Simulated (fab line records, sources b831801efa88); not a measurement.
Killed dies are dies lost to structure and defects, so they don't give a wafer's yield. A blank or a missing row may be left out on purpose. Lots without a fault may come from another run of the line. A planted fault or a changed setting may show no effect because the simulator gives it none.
Chamber matching | flow sky130 | SKY_LI_CONTACT_CMP_02 on cmp-02: 4 sister chambers
The step polishes PSG. 14 wafers are shown with their chamber, then 6 later ones without.

WAFERS WITH THEIR CHAMBER
wafer  | chamber | motor_current_A (A) | time_to_endpoint_s (s)
L843.4 | 1       | 13.1                | 40
L843.5 | 0       | 10.1                | 32
L843.6 | 1       | 12.1                | 37
L849.1 | 3       | 11.2                | 38
L849.2 | 2       | 12.5                | 33
L849.3 | 0       | 10.3                | 31
L850.3 | 2       | 12.5                | 34
L850.4 | 3       | 11.2                | 36
L850.5 | 3       | 11.7                | 38
L851.1 | 2       | 12.7                | 31
L851.4 | 3       | 11.7                | 37
L851.6 | 0       | 10.5                | 30
L853.1 | 3       | 11.5                | 35
L853.3 | 1       | 12.1                | 37

SIGNATURES (means of the wafers above)
reading            | chamber 0 | chamber 1 | chamber 2 | chamber 3 | scatter within a chamber
motor_current_A    | 10.300    | 12.433    | 12.567    | 11.460    | 0.32
time_to_endpoint_s | 31.00     | 38.00     | 32.67     | 36.80     | 1.4
Rule: a wafer's distance from a chamber is the root of the sum, over the readings, of the square of ((its reading less the chamber's mean) divided by the reading's scatter). The wafer belongs to the nearest chamber; if the next one is less than 2 further off, it can't be placed. The scatter: the root of (the sum of the squares of (reading less its chamber's mean) over the shown wafers, divided by (wafers less chambers)).

WAFERS WITHOUT THEIR CHAMBER
wafer  | motor_current_A (A) | time_to_endpoint_s (s)
L853.5 | 11.7                | 37
L856.4 | 10.2                | 28
L856.5 | 11.9                | 33
L859.4 | 12.1                | 38
L859.5 | 10.8                | 28
L859.6 | 12.0                | 40

WHICH CHAMBER EACH WENT THROUGH
wafer  | from the rows above          | in truth
L853.5 | can't be placed: 3 or 1      | 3
L856.4 | 0                            | 0
L856.5 | can't be placed: 2 or 3 or 1 | 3
L859.4 | can't be placed: 1 or 3      | 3
L859.5 | 0                            | 0
L859.6 | can't be placed: 1 or 3      | 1
Placed correctly: 2 of 6. Can't be placed from these rows: 4 (the true chamber is among the candidates in 4). Placed wrongly: 0.
